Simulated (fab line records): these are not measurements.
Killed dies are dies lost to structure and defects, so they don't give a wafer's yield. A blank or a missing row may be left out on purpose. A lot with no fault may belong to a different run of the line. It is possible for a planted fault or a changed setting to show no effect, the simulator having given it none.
fab line records | flow gf180mcu
[record] lots = 6 | wafers = 18 | last-day = 34
route steps=602 shown TOP_METAL@575 PASSIVATION@587
lots untouched by any fault: they come from a run of this same line in which no faults occurred
start-h: start of the lot's first displayed wafer, in hours after the record's first day | wait-h: time in hours since the lot's previous step | " as in the row above | L1.1+2: a single row standing in for several wafers | - no value, or no start given | * or withheld: withheld | < > ~ a bound
route shown NAME@n: NAME is a module with steps in the file, n the number in the route of the first one | usual: the fault-free wafers' mean and standard deviation | same: alike in all rows | chamber/n: place in a boat | sites: readings site by site | _std_site: the standard deviation of these | _edge_site: outer sites' mean less inner sites' | radius-mm: for every site, how far away it sits from the centre of the wafer | mask NAME#n: copy n | behind: the most recent tool/chamber to have shaped the wafer | hold: cause of the lot's hold/its duration in hours/its outcome | device: whichever transistor did not switch (one of n, p or np) | end of line: at the end of the route, the tests of the same wafers | step lacking rows: just its recipe | killed: not the wafer's yield, but the dies lost to structure and defects at the first sort | map: dies across one wafer; x = killed, . = not, _ = none there
set.NAME: setting as actually run; set.NAME@STEP: the setting as run at that earlier step | model.NAME: the simulator's own value behind a step, which no gauge read
lots at some steps of the route; a table a step, a row a wafer
services: from which hour (start-h, from the record's first day; less than 0 if before it) a tool's chamber was out of use, for how many hours, and why
[[steps]]
[step GF_TOP_METAL_HMDS_08]
[recipe] prime-time-s = 60 | prime-temp-c = 120
[step GF_TOP_METAL_COAT_09]
[recipe] resist = NOVOLAK | spin-rpm = 3000 | resist-thk-nm = 1500
[step GF_TOP_METAL_SOFTBAKE_10]
[recipe] temp-c = 90 | time-s = 60 | resist = NOVOLAK
[step GF_TOP_METAL_EXPOSE_11]
[recipe] mask-id = MetalTop | target-cd-nm = 440 | na = 0.6 | source-shape = conventional | sigma-outer = 0.6 | dose-mj = 170
[step GF_TOP_METAL_PEB_12]
[recipe] temp-c = withheld | time-s = * | resist = NOVOLAK
[step GF_TOP_METAL_DEVELOP_13]
[recipe] develop-time-s = 60 | dev-temp-c = 23
[step GF_TOP_METAL_CD_MEAS_14]
[recipe] target-cd-nm = 440
[usual] cd-nm = 439.7/2.2
lot.wafer | tool      | chamber | start-h | wait-h | cd-nm
L243.1    | cd-sem-02 | -       | 673.61  | 0.1    | 435.2
L243.4    | "         | -       | "       | "      | 432.9
L243.5    | "         | -       | "       | "      | 434.1
L251.2    | cd-sem-01 | -       | 733.72  | 0.1    | 439.1
L251.3    | "         | -       | "       | "      | 438.2
L251.5    | "         | -       | "       | "      | 438.4
L252.2    | cd-sem-01 | -       | 738.64  | 0.1    | 440.1
L252.4    | "         | -       | "       | "      | 441.7
L252.5    | "         | -       | "       | "      | 441.5
L253.1    | cd-sem-02 | -       | 742.80  | 0.1    | 440.0
L253.3    | "         | -       | "       | "      | 440.9
L253.4    | "         | -       | "       | "      | 440.5
L255.3    | cd-sem-01 | -       | 753.04  | 0.1    | 443.0
L255.4    | "         | -       | "       | "      | 442.5
L255.5    | "         | -       | "       | "      | 440.9
L262.1    | cd-sem-01 | -       | 792.75  | 0.1    | 440.8
L262.3    | "         | -       | "       | "      | 440.2
L262.6    | "         | -       | "       | "      | 439.9
[step GF_TOP_METAL_OVL_MEAS_15]
[usual] TOP_METAL_OVL = -0.3/2.3
lot.wafer | tool       | chamber | start-h | wait-h | TOP_METAL_OVL[nm]
L243.1    | overlay-01 | -       | 673.73  | 0.1    | -2.2
L243.4    | "          | -       | "       | "      | -2.7
L243.5    | "          | -       | "       | "      | -1.1
L251.2    | overlay-01 | -       | 733.83  | 0.1    | 1.7
L251.3    | "          | -       | "       | "      | 2.7
L251.5    | "          | -       | "       | "      | 3.7
L252.2    | overlay-02 | -       | 738.77  | 0.1    | -1.7
L252.4    | "          | -       | "       | "      | -1.4
L252.5    | "          | -       | "       | "      | 1.0
L253.1    | overlay-02 | -       | 742.92  | 0.1    | 1.0
L253.3    | "          | -       | "       | "      | 0.8
L253.4    | "          | -       | "       | "      | 0.4
L255.3    | overlay-02 | -       | 753.14  | 0.1    | -1.2
L255.4    | "          | -       | "       | "      | -1.3
L255.5    | "          | -       | "       | "      | -1.7
L262.1    | overlay-02 | -       | 792.87  | 0.1    | 2.6
L262.3    | "          | -       | "       | "      | 1.7
L262.6    | "          | -       | "       | "      | 1.7
[step GF_TOP_METAL_METAL_ETCH_16]
[recipe] chemistry = Cl2/BCl3 | mask-material = NOVOLAK | target-depth-nm = 1197 | stop-on = SiO2 | pressure-mtorr = 8 | icp-w = 800 | bias-w = 142 | Cl2_flow_sccm = 80 | bcl3-flow-sccm = 40 | time-s = 199.5
[usual] bcl3-flow-sccm = 40.01/0.12 | drypump-motor-current-A = 5.8/0.37 | oes-product-au = 0.989/0.0083 | throttle-valve-pct = 28.231/0.011
lot.wafer | tool         | chamber | start-h | wait-h | bcl3-flow-sccm | drypump-motor-current-A | oes-product-au | rf-hours-counter-h | throttle-valve-pct
L243.1    | rie-metal-01 | 0       | 673.76  | 0.0    | 40.09          | 5.3                     | 0.985          | 9                  | 28.251
L243.4    | "            | 0       | "       | "      | 39.93          | 5.3                     | 0.987          | -                  | 28.232
L243.5    | "            | 1       | "       | "      | 39.75          | 6.5                     | 0.992          | -                  | 28.222
L251.2    | rie-metal-04 | 0       | 733.86  | 0.0    | 40.06          | 5.6                     | 0.997          | 1                  | 28.243
L251.3    | "            | 0       | "       | "      | 39.91          | 5.6                     | 0.993          | -                  | 28.220
L251.5    | "            | 1       | "       | "      | 40.05          | 6.0                     | 0.991          | -                  | 28.213
L252.2    | rie-metal-03 | 0       | 738.86  | 0.1    | 39.82          | 5.7                     | 0.975          | -                  | 28.227
L252.4    | "            | 0       | "       | "      | 39.88          | 5.7                     | 0.971          | -                  | 28.248
L252.5    | "            | 0       | "       | "      | 39.83          | 5.7                     | 0.979          | -                  | 28.248
L253.1    | rie-metal-04 | 0       | 742.96  | 0.0    | 40.05          | 5.6                     | 0.988          | 1                  | 28.235
L253.3    | "            | 1       | "       | "      | 40.18          | 6.0                     | 0.998          | -                  | 28.217
L253.4    | "            | 0       | "       | "      | 39.95          | 5.6                     | 0.984          | -                  | 28.226
L255.3    | rie-metal-04 | 1       | 753.22  | 0.1    | 40.27          | 6.0                     | 0.999          | -                  | 28.218
L255.4    | "            | 0       | "       | "      | 40.00          | 5.6                     | 1.006          | -                  | 28.237
L255.5    | "            | 1       | "       | "      | 40.09          | 6.0                     | 0.997          | -                  | 28.223
L262.1    | rie-metal-03 | 1       | 792.91  | 0.0    | 40.16          | 5.4                     | 0.993          | 1                  | 28.238
L262.3    | "            | 1       | "       | "      | 39.95          | 5.4                     | 0.993          | -                  | 28.228
L262.6    | "            | 1       | "       | "      | 39.90          | 5.4                     | 0.995          | -                  | 28.207
[step GF_TOP_METAL_STRIP_17]
[recipe] chemistry = O2/N2 | power-w = 1400 | pressure-mtorr = 1500 | platen-temp-c = 250 | o2-flow-sccm = 3000 | n2-flow-sccm = 300 | overash-fraction = 0.5
[usual] drypump-motor-current-A = 5.9/0.37 | heater-power-w = 335/60 | oes-product-au = 0.710/0.004 | strip-time-to-endpoint-s = 12.93/0.12
lot.wafer | tool            | chamber | start-h | wait-h | drypump-motor-current-A | heater-power-w | oes-product-au | rf-hours-counter-h | strip-time-to-endpoint-s
L243.1    | plasma-asher-03 | 0       | 673.95  | 0.1    | 6.0                     | 413            | 0.709          | 107                | 13.01
L243.4    | "               | 0       | "       | "      | 6.0                     | 428            | 0.714          | -                  | 12.93
L243.5    | "               | 1       | "       | "      | 5.4                     | 261            | 0.716          | -                  | 13.00
L251.2    | plasma-asher-02 | 0       | 734.05  | 0.1    | 6.2                     | 356            | 0.714          | 97                 | 12.77
L251.3    | "               | 0       | "       | "      | 6.3                     | 353            | 0.711          | -                  | 12.80
L251.5    | "               | 1       | "       | "      | 5.7                     | 352            | 0.708          | -                  | 12.81
L252.2    | plasma-asher-02 | 1       | 739.18  | 0.3    | 5.7                     | 354            | 0.706          | 97                 | 13.15
L252.4    | "               | 1       | "       | "      | 5.7                     | 353            | 0.708          | -                  | 13.16
L252.5    | "               | 0       | "       | "      | 6.2                     | 361            | 0.709          | -                  | 13.14
L253.1    | plasma-asher-02 | 1       | 743.15  | 0.1    | 5.7                     | 355            | 0.712          | 98                 | 12.90
L253.3    | "               | 0       | "       | "      | 6.3                     | 358            | 0.715          | -                  | 12.82
L253.4    | "               | 1       | "       | "      | 5.7                     | 350            | 0.714          | -                  | 12.87
L255.3    | plasma-asher-03 | 0       | 753.38  | 0.1    | 6.0                     | 392            | 0.710          | -                  | 12.78
L255.4    | "               | 1       | "       | "      | 5.4                     | 261            | 0.707          | -                  | 12.84
L255.5    | "               | 1       | "       | "      | 5.4                     | 263            | 0.713          | -                  | 12.80
L262.1    | plasma-asher-02 | 0       | 793.10  | 0.1    | 6.3                     | 354            | 0.707          | 103                | 12.87
L262.3    | "               | 0       | "       | "      | 6.2                     | 352            | 0.713          | -                  | 12.77
L262.6    | "               | 0       | "       | "      | 6.3                     | 354            | 0.716          | -                  | 12.80
[step GF_TOP_METAL_STRIP_18]
[recipe] chemistry = post-etch-residue-remover | time-s = 1200 | temp-c = 72.5
[step GF_TOP_METAL_CLEAN_19]
[recipe] chemistry = DIW | dry = n2-spin
[step GF_PASSIVATION_CVD_00]
[recipe] material = SiO2 | target-thk-nm = 1000 | precursor = TEOS | temp-c = 400 | time-s = 111.95 | rf-w = 600
[usual] heater-power-outer-w = 386/78 | heater-power-w = 682/110
lot.wafer | tool     | chamber | start-h | wait-h | heater-power-outer-w | heater-power-w
L243.1    | pecvd-04 | 2       | 674.49  | 0.0    | 259                  | 609
L243.4    | "        | 1       | "       | "      | 386                  | 655
L243.5    | "        | 2       | "       | "      | 324                  | 673
L251.2    | pecvd-04 | 1       | 734.58  | 0.0    | 373                  | 665
L251.3    | "        | 0       | "       | "      | 306                  | 587
L251.5    | "        | 1       | "       | "      | 281                  | 513
L252.2    | pecvd-04 | 0       | 739.74  | 0.0    | 296                  | 550
L252.4    | "        | 0       | "       | "      | 317                  | 587
L252.5    | "        | 2       | "       | "      | 337                  | 709
L253.1    | pecvd-02 | 2       | 743.68  | 0.0    | 529                  | 877
L253.3    | "        | 0       | "       | "      | 422                  | 717
L253.4    | "        | 1       | "       | "      | 377                  | 623
L255.3    | pecvd-02 | 2       | 753.89  | 0.0    | 513                  | 897
L255.4    | "        | 0       | "       | "      | 318                  | 567
L255.5    | "        | 2       | "       | "      | 553                  | 933
L262.1    | pecvd-02 | 0       | 793.64  | 0.0    | 386                  | 675
L262.3    | "        | 2       | "       | "      | 518                  | 869
L262.6    | "        | 0       | "       | "      | 319                  | 542
[step GF_PASSIVATION_THK_MEAS_01]
[recipe] reads = SiO2_of_PASSIVATION_CVD_00
[usual] PASSIVATION_CVD_00_THK = 998/14
lot.wafer | tool          | chamber | start-h | wait-h | PASSIVATION_CVD_00_THK[nm]
L243.1    | film-metro-02 | -       | 674.56  | 0.0    | 980
L243.4    | "             | -       | "       | "      | 1020
L243.5    | "             | -       | "       | "      | 1015
L251.2    | film-metro-03 | -       | 734.67  | 0.0    | 874
L251.3    | "             | -       | "       | "      | 851
L251.5    | "             | -       | "       | "      | 892
L252.2    | film-metro-01 | -       | 739.83  | 0.0    | 845
L252.4    | "             | -       | "       | "      | 874
L252.5    | "             | -       | "       | "      | 882
L253.1    | film-metro-03 | -       | 743.76  | 0.0    | 986
L253.3    | "             | -       | "       | "      | 981
L253.4    | "             | -       | "       | "      | 1010
L255.3    | film-metro-01 | -       | 753.99  | 0.1    | 989
L255.4    | "             | -       | "       | "      | 996
L255.5    | "             | -       | "       | "      | 1009
L262.1    | film-metro-01 | -       | 793.76  | 0.1    | 997
L262.3    | "             | -       | "       | "      | 1001
L262.6    | "             | -       | "       | "      | 993
[step GF_PASSIVATION_CVD_02]
[recipe] material = Si3N4 | target-thk-nm = 700 | time-s = 486.18 | temp-c = 400 | rf-w = 450
[usual] heater-power-outer-w = 410/75 | heater-power-w = 712/100
lot.wafer | tool     | chamber | start-h | wait-h | heater-power-outer-w | heater-power-w
L243.1    | pecvd-02 | 1       | 674.62  | 0.1    | 371                  | 657
L243.4    | "        | 0       | "       | "      | 430                  | 735
L243.5    | "        | 1       | "       | "      | 399                  | 664
L251.2    | pecvd-02 | 2       | 734.72  | 0.0    | 514                  | 881
L251.3    | "        | 0       | "       | "      | 480                  | 768
L251.5    | "        | 2       | "       | "      | 561                  | 893
L252.2    | pecvd-02 | 1       | 739.88  | 0.0    | 382                  | 665
L252.4    | "        | 1       | "       | "      | 400                  | 686
L252.5    | "        | 2       | "       | "      | 469                  | 800
L253.1    | pecvd-04 | 1       | 743.82  | 0.1    | 423                  | 668
L253.3    | "        | 2       | "       | "      | 410                  | 781
L253.4    | "        | 0       | "       | "      | 360                  | 632
L255.3    | pecvd-01 | 2       | 754.03  | 0.0    | 450                  | 750
L255.4    | "        | 0       | "       | "      | 355                  | 636
L255.5    | "        | 2       | "       | "      | 470                  | 775
L262.1    | pecvd-01 | 1       | 793.82  | 0.1    | 557                  | 906
L262.3    | "        | 1       | "       | "      | 590                  | 919
L262.6    | "        | 1       | "       | "      | 451                  | 744
[[services]]
tool            | chamber | start-h | hours | kind
rie-metal-03    | 0       | 656.26  | 1.5   | repair
pecvd-04        | -       | 675.22  | 2.8   | repair
pecvd-02        | 2       | 677.38  | 17.8  | repair
rie-metal-04    | 0       | 682.18  | -     | clean
rie-metal-04    | 0       | 682.18  | 36.0  | scheduled-down
rie-metal-04    | 0       | 682.18  | 36.0  | vent-cycle
plasma-asher-02 | -       | 687.28  | 0.5   | repair
pecvd-04        | 2       | 689.93  | 4.9   | repair
rie-metal-03    | -       | 697.89  | 4.2   | repair
pecvd-01        | 1       | 704.91  | 5.4   | repair
rie-metal-04    | -       | 725.16  | 0.1   | repair
plasma-asher-03 | -       | 733.75  | 9.0   | pm
plasma-asher-03 | 0       | 733.75  | 9.0   | vent-cycle
plasma-asher-03 | 1       | 733.75  | 9.0   | vent-cycle
rie-metal-01    | 1       | 734.47  | 3.2   | repair
pecvd-04        | -       | 734.68  | 1.3   | repair
rie-metal-03    | 1       | 736.59  | 15.0  | repair
plasma-asher-03 | 0       | 742.75  | -     | clean
plasma-asher-03 | 1       | 742.75  | -     | clean
rie-metal-03    | 1       | 760.34  | -     | clean
rie-metal-03    | 1       | 760.34  | 13.6  | scheduled-down
pecvd-02        | -       | 789.95  | 1.0   | repair
pecvd-02        | 1       | 790.24  | 5.2   | repair
pecvd-01        | 0       | 793.25  | 15.9  | repair
[[key]]
[first-sign] step = GF_PASSIVATION_THK_MEAS_01 | reading = PASSIVATION_CVD_00_THK | direction = down | sigmas = 9.2 | usual = 998 | struck = 870
effect none on later readings
met-at GF_PASSIVATION_CVD_00
struck-wafers L251.2,L251.3,L251.5,L252.2,L252.4,L252.5
onset-between 674.49 734.58
[fault] kind = site-profile-drift | tool = pecvd-04 | chamber = - | onset-h = 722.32 | steps = GF_PASSIVATION_CVD_00 | basis = fraction | max-abs-drift = 0.27085 | slope-share-per-hr = 60.19 | site-pattern = 0,0,0,0,0,-1,-1,-1,-1
